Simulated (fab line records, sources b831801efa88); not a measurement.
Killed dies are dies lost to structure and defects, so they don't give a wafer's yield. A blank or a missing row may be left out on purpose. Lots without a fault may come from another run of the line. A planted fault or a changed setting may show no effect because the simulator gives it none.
fab line records | flow sky130
record lots=13 wafers=39 last_day=50
route steps=708 shown METAL2@485 VIA2@508 VIA4@646 PAD_OPEN@708
lots that met no fault: from a run of the same line without faults
start_h: hours from the record's first day to the start of the lot's first wafer shown | wait_h: hours since the lot's step before | " the same as in the row above | L1.1+2: a row that stands for several wafers | - no value, or no start given | * or withheld: withheld | < > ~ a bound
route shown NAME@n: a module of which the file shows steps, and the number in the route of the first | usual: mean/standard deviation of fault-free wafers | same: alike in all rows | chamber/n: place in a boat | sites: the reading at each site | _std_site: their standard deviation | _edge_site: outer sites' mean less inner sites' | radius_mm: how far each site lies from the wafer's centre | mask NAME#n: copy n | behind: the tool/chamber that last shaped the wafer | hold: why the lot was held/for how many hours/how that ended | device: the transistor (n, p or np) that didn't switch | end of line: the same wafers' tests at the end of the route | a step without rows: its recipe alone | killed: dies lost to structure and defects at the first sort, not the wafer's yield | map: a wafer's dies, x killed, . not, _ none there
set.NAME: the setting as run; set.NAME@STEP: as run at that earlier step | model.NAME: the simulator's own value behind a step, which no gauge read
steps of the route over a sample of lots; a table a step, a row a wafer
services: from which hour (start_h, from the record's first day; less than 0 if before it) a tool's chamber was out of use, for how many hours, and why
## steps
# step SKY_METAL2_SPUTTER_02
# recipe material=AlCu target_thk_nm=250 power_w=10600 time_s=13.3 chamber_pressure_pa=0.4
# usual throttle_valve_pct=29.3/0.87
# columns lot.wafer tool chamber start_h wait_h throttle_valve_pct
L301.1 pvd_sputter-02 - 792.79 0.0 29.1
L301.2 " - " " 30.2
L301.3 " - " " 28.8
L303.2 pvd_sputter-02 - 818.57 0.0 29.0
L303.4 " - " " 29.3
L303.5 " - " " 29.3
L304.2 pvd_sputter-03 - 825.43 0.0 29.3
L304.3 " - " " 29.9
L304.5 " - " " 30.0
L305.2 pvd_sputter-04 - 851.67 0.0 27.7
L305.3 " - " " 28.6
L305.5 " - " " 28.4
L306.4 pvd_sputter-04 - 856.10 0.0 29.9
L306.5 " - " " 30.1
L306.6 " - " " 28.4
L308.2 pvd_sputter-04 - 869.90 0.0 29.9
L308.4 " - " " 31.2
L308.5 " - " " 30.1
L311.1 pvd_sputter-03 - 872.62 0.0 29.5
L311.4 " - " " 29.4
L311.5 " - " " 29.5
L310.3 pvd_sputter-02 - 874.22 0.0 28.6
L310.4 " - " " 29.2
L310.5 " - " " 28.3
L312.2 pvd_sputter-02 - 885.07 0.0 29.2
L312.5 " - " " 28.9
L312.6 " - " " 29.1
L313.2 pvd_sputter-04 - 893.02 0.0 30.0
L313.3 " - " " 28.6
L313.5 " - " " 27.7
L314.4 pvd_sputter-03 - 898.91 0.0 29.1
L314.5 " - " " 29.6
L314.6 " - " " 29.4
L319.1 pvd_sputter-03 - 939.57 0.0 29.2
L319.2 " - " " 29.0
L319.6 " - " " 29.6
L322.2 pvd_sputter-04 - 958.67 0.0 28.4
L322.4 " - " " 27.6
L322.5 " - " " 27.6
# step SKY_VIA2_THK_MEAS_01
# recipe reads=SiO2_of_VIA2_HDPCVD_00
# usual VIA2_HDPCVD_THK=1175/11
# columns lot.wafer tool chamber start_h wait_h VIA2_HDPCVD_THK[nm]
L301.1 film_metro-04 - 820.24 0.1 1180
L301.2 " - " " 1202
L301.3 " - " " 1197
L303.2 film_metro-04 - 847.03 0.1 1172
L303.4 " - " " 1173
L303.5 " - " " 1174
L304.2 film_metro-04 - 852.82 0.1 1172
L304.3 " - " " 1171
L304.5 " - " " 1171
L305.2 film_metro-01 - 878.93 0.1 1173
L305.3 " - " " 1174
L305.5 " - " " 1162
L306.4 film_metro-04 - 883.19 0.0 1183
L306.5 " - " " 1175
L306.6 " - " " 1180
L308.2 film_metro-02 - 897.39 0.1 1184
L308.4 " - " " 1177
L308.5 " - " " 1183
L311.1 film_metro-01 - 899.64 0.1 1164
L311.4 " - " " 1167
L311.5 " - " " 1153
L310.3 film_metro-04 - 901.45 0.1 1175
L310.4 " - " " 1172
L310.5 " - " " 1181
L312.2 film_metro-01 - 911.67 0.1 1169
L312.5 " - " " 1181
L312.6 " - " " 1156
L313.2 film_metro-02 - 919.34 0.1 1183
L313.3 " - " " 1161
L313.5 " - " " 1166
L314.4 film_metro-02 - 924.44 0.0 1182
L314.5 " - " " 1181
L314.6 " - " " 1166
L319.1 film_metro-01 - 965.39 0.1 1163
L319.2 " - " " 1171
L319.6 " - " " 1173
L322.2 film_metro-02 - 983.94 0.1 1182
L322.4 " - " " 1189
L322.5 " - " " 1164
# step SKY_VIA2_THK_MEAS_23
# recipe thk_meas_gauge=xrf reads=W_of_VIA2_CVD_21
# usual VIA2_W_THK=418/10
# columns lot.wafer tool chamber start_h wait_h VIA2_W_THK[nm]
L301.1 film_metro-04 - 848.49 0.1 405
L301.2 " - " " 400
L301.3 " - " " 410
L303.2 film_metro-02 - 875.40 0.1 417
L303.4 " - " " 420
L303.5 " - " " 422
L304.2 film_metro-01 - 880.54 0.1 422
L304.3 " - " " 426
L304.5 " - " " 431
L305.2 film_metro-02 - 906.17 0.1 414
L305.3 " - " " 416
L305.5 " - " " 415
L306.4 film_metro-02 - 910.74 0.1 417
L306.5 " - " " 416
L306.6 " - " " 422
L308.2 film_metro-01 - 923.83 0.1 438
L308.4 " - " " 428
L308.5 " - " " 439
L311.1 film_metro-01 - 926.85 0.1 437
L311.4 " - " " 437
L311.5 " - " " 438
L310.3 film_metro-01 - 928.46 0.1 436
L310.4 " - " " 429
L310.5 " - " " 431
L312.2 film_metro-02 - 938.06 0.1 419
L312.5 " - " " 424
L312.6 " - " " 421
L313.2 film_metro-04 - 945.60 0.1 406
L313.3 " - " " 399
L313.5 " - " " 406
L314.4 film_metro-01 - 950.74 0.1 415
L314.5 " - " " 415
L314.6 " - " " 416
L319.1 film_metro-01 - 990.11 0.1 435
L319.2 " - " " 433
L319.6 " - " " 433
L322.2 film_metro-02 - 1008.52 0.1 426
L322.4 " - " " 427
L322.5 " - " " 419
# step SKY_VIA4_SOFTBAKE_07
# recipe temp_c=90 time_s=60 resist=NOVOLAK
# usual run_length_s=89.31/0.25
# columns lot.wafer tool chamber start_h wait_h run_length_s
L301.1 litho_track-01 0 992.81 0.1 89.38
L301.2 " 0 " " 89.29
L301.3 " 0 " " 89.43
L303.2 litho_track-04 0 1016.37 0.1 88.90
L303.4 " 0 " " 88.85
L303.5 " 0 " " 88.83
L304.2 litho_track-02 0 1021.68 0.1 89.38
L304.3 " 0 " " 89.37
L304.5 " 0 " " 89.48
L305.2 litho_track-04 0 1046.38 0.1 89.09
L305.3 " 0 " " 88.86
L305.5 " 0 " " 88.92
L306.4 litho_track-02 0 1048.48 0.1 89.58
L306.5 " 0 " " 89.47
L306.6 " 0 " " 89.72
L308.2 litho_track-02 0 1059.93 0.1 89.64
L308.4 " 0 " " 89.37
L308.5 " 0 " " 89.61
L311.1 litho_track-01 0 1062.96 0.1 89.40
L311.4 " 0 " " 89.32
L311.5 " 0 " " 89.41
L310.3 litho_track-01 0 1064.31 0.1 89.37
L310.4 " 0 " " 89.62
L310.5 " 0 " " 89.54
L312.2 litho_track-01 0 1074.04 0.1 89.74
L312.5 " 0 " " 89.38
L312.6 " 0 " " 89.44
L313.2 litho_track-04 0 1079.18 0.1 88.82
L313.3 " 0 " " 88.83
L313.5 " 0 " " 89.00
L314.4 litho_track-02 0 1084.03 0.1 89.69
L314.5 " 0 " " 89.39
L314.6 " 0 " " 89.74
L319.1 litho_track-01 0 1117.11 0.1 98.64
L319.2 " 0 " " 89.39
L319.6 " 0 " " 98.51
L322.2 litho_track-01 0 1134.14 0.1 89.29
L322.4 " 0 " " 98.39
L322.5 " 0 " " 89.41
# step SKY_PAD_OPEN_PROBE_99
# usual defect_limited_yield=82.6/1.8 killed_at_M0_to_M3=43/6.6 killed_at_M4_up=2.9/1.6 killed_at_contacts=24/4.9 killed_at_front_end=15/4.5 killed_at_other=0.2/0.45 killed_dies=86/8.8 killed_open=48/6.4 killed_short=38/5.6 sort_bin_3_pad_short=0.8/0.38 sort_bin_5_function=10.2/1.4 sort_bin_6_memory=6.4/1.1 sort_n_pass=406/8.8 sort_yield_pct=82.6/1.8
# same gross_dies=492 killed_at_back_side=0 sort_bin_4_leakage[%]=0 sort_bin_8_speed[%]=0
# columns lot.wafer tool chamber start_h wait_h defect_limited_yield[%] killed_at_M0_to_M3 killed_at_M4_up killed_at_contacts killed_at_front_end killed_at_other killed_dies killed_open killed_short sort_bin_3_pad_short[%] sort_bin_5_function[%] sort_bin_6_memory[%] sort_n_pass sort_yield_pct[%]
L301.1 prober-01 - 1075.66 0.1 83.5 39 3 20 18 1 81 48 33 1.0 10.0 5.5 411 83.5
L301.2 prober-01 - 1075.71 0.1 85.6 39 4 16 12 0 71 35 36 0.8 7.9 5.7 421 85.6
L301.3 prober-01 - 1075.76 0.2 84.1 41 3 17 16 1 78 44 34 1.0 8.1 6.7 414 84.1
L303.2 prober-01 - 1097.12 0.1 83.3 40 2 27 13 0 82 44 38 1.4 10.8 4.5 410 83.3
L303.4 prober-01 - 1097.22 0.2 84.1 40 2 24 12 0 78 45 33 1.0 8.5 6.3 414 84.1
L303.5 prober-01 - 1097.27 0.2 80.7 49 4 30 12 0 95 47 48 1.2 12.2 5.9 397 80.7
L304.2 prober-02 - 1102.99 0.1 84.1 42 6 19 11 0 78 46 32 0.4 10.4 5.1 414 84.1
L304.3 prober-02 - 1103.04 0.2 81.3 44 0 27 21 0 92 55 37 0.8 12.2 5.7 400 81.3
L304.5 prober-02 - 1103.14 0.2 86.0 42 6 11 9 1 69 36 33 0.2 8.9 4.9 423 86.0
L305.2 prober-01 - 1124.79 0.1 81.5 42 3 24 22 0 91 49 42 0.4 11.4 6.7 401 81.5
L305.3 prober-01 - 1124.84 0.2 82.5 49 3 22 12 0 86 48 38 0.4 10.6 6.5 406 82.5
L305.5 prober-01 - 1124.94 0.2 82.9 46 1 24 13 0 84 46 38 0.4 10.4 6.3 408 82.9
L306.4 prober-01 - 1126.39 0.2 83.3 43 6 20 13 0 82 45 37 1.0 9.8 5.9 410 83.3
L306.5 prober-01 - 1126.44 0.2 79.1 49 3 31 20 0 103 62 41 0.8 13.2 6.9 389 79.1
L306.6 prober-01 - 1126.49 0.2 81.5 45 2 26 18 0 91 52 39 0.4 10.4 7.7 401 81.5
L308.2 prober-01 - 1136.98 0.1 81.7 41 4 30 15 0 90 46 44 1.0 10.4 6.9 402 81.7
L308.4 prober-01 - 1137.08 0.2 80.9 53 3 27 11 0 94 57 37 1.2 10.4 7.5 398 80.9
L308.5 prober-01 - 1137.13 0.2 82.1 42 1 24 21 0 88 45 43 1.0 10.4 6.5 404 82.1
L311.1 prober-02 - 1140.03 0.1 82.7 39 5 25 16 0 85 50 35 1.0 11.2 5.1 407 82.7
L311.4 prober-02 - 1140.18 0.2 83.1 42 1 19 21 0 83 46 37 1.2 10.8 4.9 409 83.1
L311.5 prober-02 - 1140.23 0.2 82.5 44 2 27 13 0 86 56 30 1.0 10.2 6.3 406 82.5
L310.3 prober-01 - 1141.39 0.2 82.1 40 3 32 13 0 88 50 38 0 11.4 6.5 404 82.1
L310.4 prober-01 - 1141.44 0.2 85.4 42 0 18 12 0 72 36 36 1.0 7.9 5.7 420 85.4
L310.5 prober-01 - 1141.49 0.2 83.1 35 3 24 20 1 83 44 39 0.8 9.8 6.3 409 83.1
L312.2 prober-02 - 1149.63 0.1 82.7 42 4 24 15 0 85 54 31 1.2 10.4 5.7 407 82.7
L312.5 prober-02 - 1149.78 0.2 83.9 35 5 27 12 0 79 42 37 0.4 8.1 7.5 413 83.9
L312.6 prober-02 - 1149.83 0.2 81.5 42 3 30 15 1 91 46 45 1.4 10.4 6.7 401 81.5
L313.2 prober-01 - 1153.37 0.1 82.5 38 5 25 18 0 86 49 37 1.2 10.4 5.9 406 82.5
L313.3 prober-01 - 1153.42 0.2 77.6 54 3 24 29 0 110 64 46 1.4 12.0 8.9 382 77.6
L313.5 prober-01 - 1153.52 0.2 83.5 34 3 24 20 0 81 49 32 0.8 10.4 5.3 411 83.5
L314.4 prober-01 - 1157.63 0.2 81.3 57 2 20 12 1 92 53 39 0.4 11.2 7.1 400 81.3
L314.5 prober-01 - 1157.68 0.2 83.5 48 1 23 9 0 81 42 39 0.2 8.9 7.3 411 83.5
L314.6 prober-01 - 1157.73 0.2 80.7 57 3 21 14 0 95 56 39 0.4 13.0 5.9 397 80.7
L319.1 prober-02 - 1186.13 0.1 82.7 45 3 22 15 0 85 41 44 2.0 8.9 6.3 407 82.7
L319.2 prober-02 - 1186.18 0.1 81.1 50 6 19 17 1 93 49 44 0.6 12.8 5.5 399 81.1
L319.6 prober-02 - 1186.38 0.2 82.3 42 3 25 17 0 87 46 41 0.4 11.0 6.3 405 82.3
L322.2 prober-01 - 1202.89 0.1 86.4 29 5 26 7 0 67 40 27 0.2 8.1 5.3 425 86.4
L322.4 prober-01 - 1202.99 0.2 82.3 39 2 33 13 0 87 45 42 0.8 10.8 6.1 405 82.3
L322.5 prober-01 - 1203.04 0.2 84.1 40 5 29 4 0 78 41 37 0.6 8.5 6.7 414 84.1
# killed by level:class
L301.1 VIA1:geometric_particle:open=10 VIA3:geometric_particle:open=6 LI_CONTACT:geometric_particle:open=6 FIELD_ISO:geometric_particle:open=5 CONTACT:geometric_particle:open=5 VIA2:geometric_particle:open=5 METAL3:geometric_particle:short=4 VIA3:geometric_particle:short=4
L301.2 VIA1:geometric_particle:open=12 FIELD_ISO:geometric_particle:short=7 CONTACT:geometric_particle:open=6 METAL2:geometric_particle:short=6 VIA2:geometric_particle:open=5 METAL1:geometric_particle:short=4 METAL4:geometric_particle:short=4 LOCAL_INTERCONNECT:geometric_particle:short=3
L301.3 VIA2:geometric_particle:open=11 VIA1:geometric_particle:open=9 LOCAL_INTERCONNECT:geometric_particle:short=6 FIELD_ISO:geometric_particle:open=3 METAL1:geometric_particle:short=3 POLY_GATE:geometric_particle:open=3 POLY_CUT:geometric_particle:short=3 LI_CONTACT:geometric_particle:open=3
L303.2 CONTACT:geometric_particle:open=11 VIA1:geometric_particle:open=6 LI_CONTACT:geometric_particle:open=6 VIA2:geometric_particle:open=6 VIA1:geometric_particle:short=5 METAL2:geometric_particle:short=5 VIA3:geometric_particle:open=5 FIELD_ISO:geometric_particle:short=4
L303.4 CONTACT:geometric_particle:open=13 VIA2:geometric_particle:open=9 VIA1:geometric_particle:open=7 POLY_GATE:geometric_particle:short=5 METAL2:geometric_particle:short=5 VIA3:geometric_particle:open=5 CONTACT:geometric_particle:short=4 LI_CONTACT:geometric_particle:open=3
L303.5 VIA1:geometric_particle:open=12 CONTACT:geometric_particle:open=10 METAL1:geometric_particle:short=8 POLY_GATE:geometric_particle:short=8 CONTACT:geometric_particle:short=7 LI_CONTACT:geometric_particle:open=6 VIA3:geometric_particle:open=6 METAL2:geometric_particle:short=5
L304.2 VIA1:geometric_particle:open=13 LI_CONTACT:geometric_particle:open=10 METAL1:geometric_particle:short=6 METAL2:geometric_particle:short=5 VIA2:geometric_particle:open=5 POLY_GATE:geometric_particle:open=4 CONTACT:geometric_particle:open=4 METAL4:geometric_particle:short=4
L304.3 LI_CONTACT:geometric_particle:open=10 VIA1:geometric_particle:open=10 CONTACT:geometric_particle:open=9 POLY_GATE:geometric_particle:short=8 VIA3:geometric_particle:open=6 VIA3:geometric_particle:short=6 VIA2:geometric_particle:open=6 POLY_GATE:geometric_particle:open=5
L304.5 VIA1:geometric_particle:open=9 METAL2:geometric_particle:short=5 METAL3:geometric_particle:short=5 VIA2:geometric_particle:open=5 VIA3:geometric_particle:open=5 METAL4:geometric_particle:short=5 LI_CONTACT:geometric_particle:open=4 CONTACT:geometric_particle:open=4
L305.2 LI_CONTACT:geometric_particle:open=8 CONTACT:geometric_particle:open=8 METAL2:geometric_particle:short=7 METAL1:geometric_particle:short=7 VIA1:geometric_particle:open=7 POLY_GATE:geometric_particle:open=6 FIELD_ISO:geometric_particle:open=5 POLY_GATE:geometric_particle:short=5
L305.3 VIA1:geometric_particle:open=11 VIA3:geometric_particle:open=10 METAL2:geometric_particle:short=9 POLY_GATE:geometric_particle:open=6 LI_CONTACT:geometric_particle:open=5 CONTACT:geometric_particle:open=5 LOCAL_INTERCONNECT:geometric_particle:short=5 CONTACT:geometric_particle:short=4
L305.5 VIA1:geometric_particle:open=10 CONTACT:geometric_particle:open=9 VIA2:geometric_particle:open=7 METAL2:geometric_particle:short=6 FIELD_ISO:geometric_particle:open=5 LI_CONTACT:geometric_particle:open=5 METAL1:geometric_particle:short=5 VIA3:geometric_particle:open=5
L306.4 CONTACT:geometric_particle:open=9 FIELD_ISO:geometric_particle:open=8 VIA2:geometric_particle:open=8 VIA1:geometric_particle:open=7 VIA3:geometric_particle:open=6 LOCAL_INTERCONNECT:geometric_particle:short=5 METAL2:geometric_particle:short=5 POLY_GATE:geometric_particle:short=4
L306.5 VIA2:geometric_particle:open=13 CONTACT:geometric_particle:open=11 LI_CONTACT:geometric_particle:open=10 VIA1:geometric_particle:open=8 VIA3:geometric_particle:open=6 METAL2:geometric_particle:short=5 VIA2:geometric_particle:short=5 LOCAL_INTERCONNECT:geometric_particle:short=4
L306.6 CONTACT:geometric_particle:open=11 VIA1:geometric_particle:open=11 VIA1:geometric_particle:short=7 POLY_GATE:geometric_particle:short=6 LI_CONTACT:geometric_particle:open=6 VIA2:geometric_particle:open=6 LOCAL_INTERCONNECT:geometric_particle:short=5 POLY_GATE:geometric_particle:open=5
L308.2 CONTACT:geometric_particle:open=12 CONTACT:geometric_particle:short=7 FIELD_ISO:geometric_particle:open=6 VIA1:geometric_particle:open=6 VIA3:geometric_particle:open=6 VIA2:geometric_particle:open=5 METAL1:geometric_particle:short=5 LI_CONTACT:geometric_particle:open=4
L308.4 VIA1:geometric_particle:open=15 LI_CONTACT:geometric_particle:open=10 VIA1:geometric_particle:short=7 METAL2:geometric_particle:short=7 CONTACT:geometric_particle:open=6 VIA3:geometric_particle:open=6 METAL2:geometric_particle:open=5 VIA3:geometric_particle:short=5
L308.5 FIELD_ISO:geometric_particle:short=8 LI_CONTACT:geometric_particle:open=7 VIA2:geometric_particle:open=7 VIA3:geometric_particle:open=6 CONTACT:geometric_particle:short=6 CONTACT:geometric_particle:open=5 VIA1:geometric_particle:short=5 FIELD_ISO:geometric_particle:open=4
L311.1 CONTACT:geometric_particle:open=10 VIA3:geometric_particle:open=10 VIA1:geometric_particle:open=10 LI_CONTACT:geometric_particle:open=6 FIELD_ISO:geometric_particle:open=5 METAL4:geometric_particle:short=4 METAL2:geometric_particle:short=4 LOCAL_INTERCONNECT:geometric_particle:short=4
L311.4 VIA2:geometric_particle:open=10 LI_CONTACT:geometric_particle:open=9 METAL1:geometric_particle:short=6 POLY_GATE:geometric_particle:open=5 POLY_GATE:geometric_particle:short=5 LOCAL_INTERCONNECT:geometric_particle:short=5 VIA3:geometric_particle:open=5 FIELD_ISO:geometric_particle:open=4
L311.5 VIA1:geometric_particle:open=15 CONTACT:geometric_particle:open=11 LI_CONTACT:geometric_particle:open=8 METAL3:geometric_particle:short=5 METAL1:geometric_particle:short=5 VIA2:geometric_particle:open=5 FIELD_ISO:geometric_particle:open=4 VIA3:geometric_particle:open=4
L310.3 LI_CONTACT:geometric_particle:open=11 CONTACT:geometric_particle:open=10 VIA1:geometric_particle:open=9 FIELD_ISO:geometric_particle:open=8 VIA1:geometric_particle:short=6 VIA3:geometric_particle:short=4 LI_CONTACT:geometric_particle:short=4 METAL1:geometric_particle:short=4
L310.4 LI_CONTACT:geometric_particle:open=8 VIA1:geometric_particle:open=8 METAL1:geometric_particle:short=7 VIA3:geometric_particle:short=5 LI_CONTACT:geometric_particle:short=4 CONTACT:geometric_particle:open=4 VIA2:geometric_particle:open=4 VIA3:geometric_particle:open=4
L310.5 CONTACT:geometric_particle:open=13 VIA1:geometric_particle:open=12 FIELD_ISO:geometric_particle:short=7 VIA1:geometric_particle:short=5 METAL3:geometric_particle:short=5 FIELD_ISO:geometric_particle:open=4 LOCAL_INTERCONNECT:geometric_particle:short=4 CONTACT:geometric_particle:short=4
L312.2 VIA1:geometric_particle:open=13 CONTACT:geometric_particle:open=10 LI_CONTACT:geometric_particle:open=10 METAL1:geometric_particle:short=7 POLY_GATE:geometric_particle:open=6 VIA2:geometric_particle:open=5 VIA1:geometric_particle:short=4 FIELD_ISO:geometric_particle:open=3
L312.5 LI_CONTACT:geometric_particle:open=9 VIA3:geometric_particle:open=8 CONTACT:geometric_particle:open=7 METAL2:geometric_particle:short=7 METAL4:geometric_particle:short=5 VIA2:geometric_particle:open=5 FIELD_ISO:geometric_particle:short=4 CONTACT:geometric_particle:short=4
L312.6 VIA1:geometric_particle:open=14 CONTACT:geometric_particle:open=13 POLY_GATE:geometric_particle:short=7 CONTACT:geometric_particle:short=6 LOCAL_INTERCONNECT:geometric_particle:short=6 VIA2:geometric_particle:open=6 FIELD_ISO:geometric_particle:short=5 VIA3:geometric_particle:short=5
L313.2 LI_CONTACT:geometric_particle:open=10 VIA1:geometric_particle:open=9 METAL1:geometric_particle:short=7 CONTACT:geometric_particle:open=6 FIELD_ISO:geometric_particle:open=5 FIELD_ISO:geometric_particle:short=4 POLY_GATE:geometric_particle:open=4 LI_CONTACT:geometric_particle:short=4
L313.3 VIA1:geometric_particle:open=15 VIA3:geometric_particle:open=10 CONTACT:geometric_particle:open=10 FIELD_ISO:geometric_particle:short=9 VIA1:geometric_particle:short=8 VIA2:geometric_particle:open=7 LOCAL_INTERCONNECT:geometric_particle:short=6 POLY_GATE:geometric_particle:open=5
L313.5 CONTACT:geometric_particle:open=11 VIA1:geometric_particle:open=7 VIA2:geometric_particle:open=7 POLY_GATE:geometric_particle:open=5 POLY_GATE:geometric_particle:short=5 LI_CONTACT:geometric_particle:open=5 VIA3:geometric_particle:open=5 METAL1:geometric_particle:short=4
L314.4 VIA1:geometric_particle:open=11 VIA2:geometric_particle:open=9 CONTACT:geometric_particle:open=8 VIA3:geometric_particle:open=7 VIA1:geometric_particle:short=6 VIA3:geometric_particle:short=6 METAL2:geometric_particle:short=5 METAL3:geometric_particle:short=5
L314.5 VIA1:geometric_particle:open=12 CONTACT:geometric_particle:short=8 CONTACT:geometric_particle:open=8 VIA3:geometric_particle:open=7 VIA2:geometric_particle:open=6 METAL3:geometric_particle:short=6 VIA1:geometric_particle:short=5 POLY_GATE:geometric_particle:open=4
L314.6 VIA1:geometric_particle:open=23 VIA3:geometric_particle:open=9 CONTACT:geometric_particle:open=7 METAL1:geometric_particle:short=6 METAL2:geometric_particle:short=6 LI_CONTACT:geometric_particle:open=5 CONTACT:geometric_particle:short=5 VIA1:geometric_particle:short=4
L319.1 VIA1:geometric_particle:open=12 CONTACT:geometric_particle:open=6 VIA3:geometric_particle:open=6 METAL1:geometric_particle:short=5 FIELD_ISO:geometric_particle:short=5 LI_CONTACT:geometric_particle:open=5 VIA1:geometric_particle:short=5 LI_CONTACT:geometric_particle:short=4
L319.2 VIA1:geometric_particle:open=9 CONTACT:geometric_particle:open=8 VIA2:geometric_particle:open=8 METAL2:geometric_particle:short=7 LI_CONTACT:geometric_particle:open=6 VIA1:geometric_particle:short=5 VIA3:geometric_particle:short=5 VIA3:geometric_particle:open=5
L319.6 VIA1:geometric_particle:open=9 CONTACT:geometric_particle:open=8 VIA2:geometric_particle:open=8 FIELD_ISO:geometric_particle:short=7 CONTACT:geometric_particle:short=6 VIA1:geometric_particle:short=6 VIA3:geometric_particle:open=6 LI_CONTACT:geometric_particle:open=4
L322.2 LI_CONTACT:geometric_particle:open=9 CONTACT:geometric_particle:open=7 VIA2:geometric_particle:open=5 VIA3:geometric_particle:open=5 LOCAL_INTERCONNECT:geometric_particle:short=4 METAL4:geometric_particle:short=4 VIA1:geometric_particle:short=4 METAL2:geometric_particle:short=4
L322.4 CONTACT:geometric_particle:open=10 CONTACT:geometric_particle:short=9 VIA1:geometric_particle:open=9 VIA1:geometric_particle:short=7 METAL1:geometric_particle:short=6 VIA2:geometric_particle:open=6 VIA3:geometric_particle:open=6 LI_CONTACT:geometric_particle:open=5
L322.5 CONTACT:geometric_particle:open=14 VIA1:geometric_particle:open=8 METAL2:geometric_particle:short=8 CONTACT:geometric_particle:short=6 VIA2:geometric_particle:open=5 METAL4:geometric_particle:short=5 LI_CONTACT:geometric_particle:open=4 METAL1:geometric_particle:short=4
## services
# columns tool chamber start_h hours kind
pvd_sputter-04 - 780.60 9.8 repair
pvd_sputter-03 - 783.06 4.4 repair
pvd_sputter-04 - 914.20 7.8 repair
pvd_sputter-03 - 914.28 8.7 repair
pvd_sputter-03 - 955.17 2.2 repair
pvd_sputter-04 - 970.04 1.4 repair
pvd_sputter-02 - 972.47 2.1 repair
pvd_sputter-04 - 985.09 1.1 repair
pvd_sputter-04 - 989.58 3.3 repair
pvd_sputter-03 - 1083.74 4.6 repair
## key
first_sign step=SKY_VIA4_SOFTBAKE_07 reading=run_length_s direction=up sigmas=37 usual=* struck=*
effect none on later readings
met_at SKY_VIA4_SOFTBAKE_07
struck_lots L319,L322
struck_wafers L319.1,L319.6,L322.4
not_acting_at SKY_METAL2_SPUTTER_02,SKY_VIA2_THK_MEAS_01,SKY_VIA2_THK_MEAS_23
onset_between 1074.04 1117.11
fault kind=process_parameter_drift tool=litho_track-01 chamber=- onset_h=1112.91 steps=SKY_VIA4_SOFTBAKE_07 channel=time_s offset=* shape=step end_h=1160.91 scope=struck_wafers_only acts_in=* stated=*
